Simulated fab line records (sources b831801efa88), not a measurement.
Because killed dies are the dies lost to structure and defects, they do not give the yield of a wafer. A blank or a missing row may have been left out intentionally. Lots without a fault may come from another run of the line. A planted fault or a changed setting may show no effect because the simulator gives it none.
fab line records / flow sky130
[record] lots = 6 wafers = 18 lastDay = 50
route steps=708 shown LDD_N@238
lots that met no fault: taken from a fault-free run of the same line
startH: hours from the record's first day to the start of the lot's first wafer shown / waitH: hours elapsed since this lot's preceding step / " unchanged from the row above / L1.1+2: several wafers, shown together as one row / - value missing, or start not given / * or withheld: withheld / < > ~ a bound
route shown NAME@n: a module of which the file shows steps, and the number in the route of the first / usual: mean and standard deviation over wafers with no fault / same: alike in all rows / chamber/n: place in a boat / sites: the reading at each site / _std_site: standard deviation of those values / _edge_site: mean of outer sites minus mean of inner sites / radiusMm: how far each site lies from the wafer's centre / mask NAME#n: copy n / behind: the tool/chamber that last shaped the wafer / hold: why the lot went on hold/how many hours it stayed there/how the hold came to an end / device: whichever transistor did not switch (one of n, p or np) / end of line: the route-end tests of the same wafers / a step with no rows: only its recipe / killed: at the first sort, the dies lost to defects and structure; wafer yield is something else / map: a wafer's dies, x killed, . not, _ none there
set.NAME: the run value of the setting; set.NAME@STEP: its run value at that earlier step / model.NAME: the simulator's own value behind a step, which no gauge read
lots seen at some steps along the route; tables by step, rows by wafer
services: from which hour (startH, from the record's first day; less than 0 if before it) a tool's chamber was out of use, for how many hours, and why
[[steps]]
[step SKY_LDD_N_HMDS_01]
[recipe] primeTimeS = 60 primeTempC = 120
[step SKY_LDD_N_COAT_02]
[recipe] resist = NOVOLAK spinRpm = 3000 resistThkNm = 300
[step SKY_LDD_N_SOFTBAKE_03]
[recipe] tempC = 90 timeS = 60 resist = NOVOLAK
[step SKY_LDD_N_EXPOSE_04]
[recipe] maskId = NTM targetCdNm = 840 na = 0.6 sourceShape = conventional sigmaOuter = 0.6 doseMj = 110
[step SKY_LDD_N_PEB_05]
[recipe] tempC = withheld timeS = * resist = NOVOLAK
[step SKY_LDD_N_DEVELOP_06]
[recipe] developTimeS = 60 devTempC = 23
[step SKY_LDD_N_OVL_MEAS_07]
[usual] LDD_N_OVL = -0.2/1.5
lot.wafer=L697.2 tool=overlay-01 chamber=- startH=407.05 waitH=0.1 LDD_N_OVL[nm]=2.3
lot.wafer=L697.3 tool=overlay-01 chamber=- startH=407.05 waitH=0.1 LDD_N_OVL[nm]=1.6
lot.wafer=L697.5 tool=overlay-01 chamber=- startH=407.05 waitH=0.1 LDD_N_OVL[nm]=2.9
lot.wafer=L704.1 tool=overlay-02 chamber=- startH=479.69 waitH=0.1 LDD_N_OVL[nm]=1.7
lot.wafer=L704.3 tool=overlay-02 chamber=- startH=479.69 waitH=0.1 LDD_N_OVL[nm]=1.6
lot.wafer=L704.6 tool=overlay-02 chamber=- startH=479.69 waitH=0.1 LDD_N_OVL[nm]=1.3
lot.wafer=L705.2 tool=overlay-02 chamber=- startH=485.54 waitH=0.1 LDD_N_OVL[nm]=-0.6
lot.wafer=L705.4 tool=overlay-02 chamber=- startH=485.54 waitH=0.1 LDD_N_OVL[nm]=0.5
lot.wafer=L705.6 tool=overlay-02 chamber=- startH=485.54 waitH=0.1 LDD_N_OVL[nm]=-0.9
lot.wafer=L709.1 tool=overlay-02 chamber=- startH=525.74 waitH=0.1 LDD_N_OVL[nm]=-3.3
lot.wafer=L709.3 tool=overlay-02 chamber=- startH=525.74 waitH=0.1 LDD_N_OVL[nm]=1.1
lot.wafer=L709.4 tool=overlay-02 chamber=- startH=525.74 waitH=0.1 LDD_N_OVL[nm]=-0.8
lot.wafer=L712.1 tool=overlay-02 chamber=- startH=541.14 waitH=0.1 LDD_N_OVL[nm]=-0.4
lot.wafer=L712.2 tool=overlay-02 chamber=- startH=541.14 waitH=0.1 LDD_N_OVL[nm]=-1.1
lot.wafer=L712.4 tool=overlay-02 chamber=- startH=541.14 waitH=0.1 LDD_N_OVL[nm]=0.8
lot.wafer=L718.1 tool=overlay-01 chamber=- startH=592.54 waitH=0.1 LDD_N_OVL[nm]=-0.7
lot.wafer=L718.2 tool=overlay-01 chamber=- startH=592.54 waitH=0.1 LDD_N_OVL[nm]=-1.6
lot.wafer=L718.6 tool=overlay-01 chamber=- startH=592.54 waitH=0.1 LDD_N_OVL[nm]=0.1
[step SKY_LDD_N_IMPLANT_08]
[recipe] species = As energyKev = 20 doseCm2 = 7.5e+13 tiltDeg = withheld rotationDeg = 23
[step SKY_LDD_N_IMPLANT_09]
[recipe] species = As energyKev = 20 doseCm2 = 7.5e+13 tiltDeg = withheld rotationDeg = 113
[step SKY_LDD_N_IMPLANT_10]
[recipe] species = As energyKev = 20 doseCm2 = 7.5e+13 tiltDeg = withheld rotationDeg = 203
[step SKY_LDD_N_IMPLANT_11]
[recipe] species = As energyKev = 20 doseCm2 = 7.5e+13 tiltDeg = withheld rotationDeg = 293
[step SKY_LDD_N_IMPLANT_12]
[recipe] species = BF2 energyKev = 50 doseCm2 = 5e+12 tiltDeg = 30 rotationDeg = 0
[step SKY_LDD_N_IMPLANT_13]
[recipe] species = BF2 energyKev = 50 doseCm2 = 5e+12 tiltDeg = 30 rotationDeg = 90
[usual] beamEnergyKeV = 49.996/0.016 beamOnS = 10.01/0.22 doseIonsCm2 = 5e+12/6.7e+09
lot.wafer=L697.2 tool=implanter-04 chamber=0 startH=407.86 waitH=0.1 beamEnergyKeV=49.966 beamOnS=10.34 doseIonsCm2=5.006e+12
lot.wafer=L697.3 tool=implanter-04 chamber=0 startH=407.86 waitH=0.1 beamEnergyKeV=49.973 beamOnS=9.77 doseIonsCm2=4.999e+12
lot.wafer=L697.5 tool=implanter-04 chamber=0 startH=407.86 waitH=0.1 beamEnergyKeV=49.987 beamOnS=9.72 doseIonsCm2=5.001e+12
lot.wafer=L704.1 tool=implanter-03 chamber=- startH=480.47 waitH=0.1 beamEnergyKeV=- beamOnS=- doseIonsCm2=-
lot.wafer=L704.3 tool=implanter-03 chamber=- startH=480.47 waitH=0.1 beamEnergyKeV=- beamOnS=- doseIonsCm2=-
lot.wafer=L704.6 tool=implanter-03 chamber=- startH=480.47 waitH=0.1 beamEnergyKeV=- beamOnS=- doseIonsCm2=-
lot.wafer=L705.2 tool=implanter-01 chamber=- startH=486.35 waitH=0.1 beamEnergyKeV=- beamOnS=- doseIonsCm2=-
lot.wafer=L705.4 tool=implanter-01 chamber=- startH=486.35 waitH=0.1 beamEnergyKeV=- beamOnS=- doseIonsCm2=-
lot.wafer=L705.6 tool=implanter-01 chamber=- startH=486.35 waitH=0.1 beamEnergyKeV=- beamOnS=- doseIonsCm2=-
lot.wafer=L709.1 tool=implanter-03 chamber=0 startH=526.53 waitH=0.1 beamEnergyKeV=49.997 beamOnS=10.19 doseIonsCm2=5.014e+12
lot.wafer=L709.3 tool=implanter-03 chamber=0 startH=526.53 waitH=0.1 beamEnergyKeV=50.010 beamOnS=10.07 doseIonsCm2=4.996e+12
lot.wafer=L709.4 tool=implanter-03 chamber=0 startH=526.53 waitH=0.1 beamEnergyKeV=49.992 beamOnS=9.84 doseIonsCm2=5.002e+12
lot.wafer=L712.1 tool=implanter-03 chamber=0 startH=541.92 waitH=0.1 beamEnergyKeV=50.006 beamOnS=9.66 doseIonsCm2=4.995e+12
lot.wafer=L712.2 tool=implanter-03 chamber=0 startH=541.92 waitH=0.1 beamEnergyKeV=49.988 beamOnS=9.88 doseIonsCm2=4.995e+12
lot.wafer=L712.4 tool=implanter-03 chamber=0 startH=541.92 waitH=0.1 beamEnergyKeV=49.992 beamOnS=9.93 doseIonsCm2=4.99e+12
lot.wafer=L718.1 tool=implanter-03 chamber=0 startH=593.32 waitH=0.1 beamEnergyKeV=50.001 beamOnS=10.15 doseIonsCm2=4.992e+12
lot.wafer=L718.2 tool=implanter-03 chamber=0 startH=593.32 waitH=0.1 beamEnergyKeV=49.994 beamOnS=9.49 doseIonsCm2=4.999e+12
lot.wafer=L718.6 tool=implanter-03 chamber=0 startH=593.32 waitH=0.1 beamEnergyKeV=49.981 beamOnS=9.92 doseIonsCm2=4.996e+12
[step SKY_LDD_N_IMPLANT_14]
[recipe] species = BF2 energyKev = 50 doseCm2 = 5e+12 tiltDeg = 30 rotationDeg = 180
[[services]]
tool=implanter-04 chamber=- startH=389.16 hours=2.5 kind=repair
tool=implanter-03 chamber=- startH=392.23 hours=3.2 kind=repair
tool=implanter-04 chamber=- startH=415.41 hours=1.3 kind=repair
tool=implanter-01 chamber=- startH=479.53 hours=5.8 kind=repair
tool=implanter-04 chamber=- startH=484.73 hours=9.6 kind=repair
tool=implanter-01 chamber=- startH=524.27 hours=4.0 kind=pm
tool=implanter-01 chamber=- startH=551.87 hours=19.2 kind=repair
tool=implanter-01 chamber=- startH=557.26 hours=2.1 kind=repair
tool=implanter-03 chamber=- startH=559.31 hours=5.7 kind=repair
[[key]]
[firstSign] step = SKY_LDD_N_IMPLANT_13 reading = toolRecord direction = missing
effect none on later readings
metAt SKY_LDD_N_IMPLANT_13
struckWafers L704.1,L704.3,L704.6,L705.2,L705.4,L705.6
laterRowsLeftOut L704.1,L704.3,L704.6,L705.2,L705.4,L705.6
sortLeftOut L704.1,L704.3,L704.6,L705.2,L705.4,L705.6
testerLeftOut L704,L705
[fault] kind = skippedStepWhole tool = implanter-01,implanter-03 chamber = - onsetH = 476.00 steps = SKY_LDD_N_IMPLANT_13 scope = struckLotsOnly
// testerLeftOut: of these lots the tester's yield and bins aren't shown, on N5 and GAA mostly nor the transistor test; their killed dies are dies lost to structure and defects alone, not to doping, threshold or leakage, so they don't give the yield
// sortLeftOut: the simulated sort isn't trusted on such a fault, so these wafers' sort isn't shown, and their yield isn't known
// laterRowsLeftOut: the simulator's readings of these wafers behind a module that went badly wrong aren't trusted and aren't shown, but for the sort
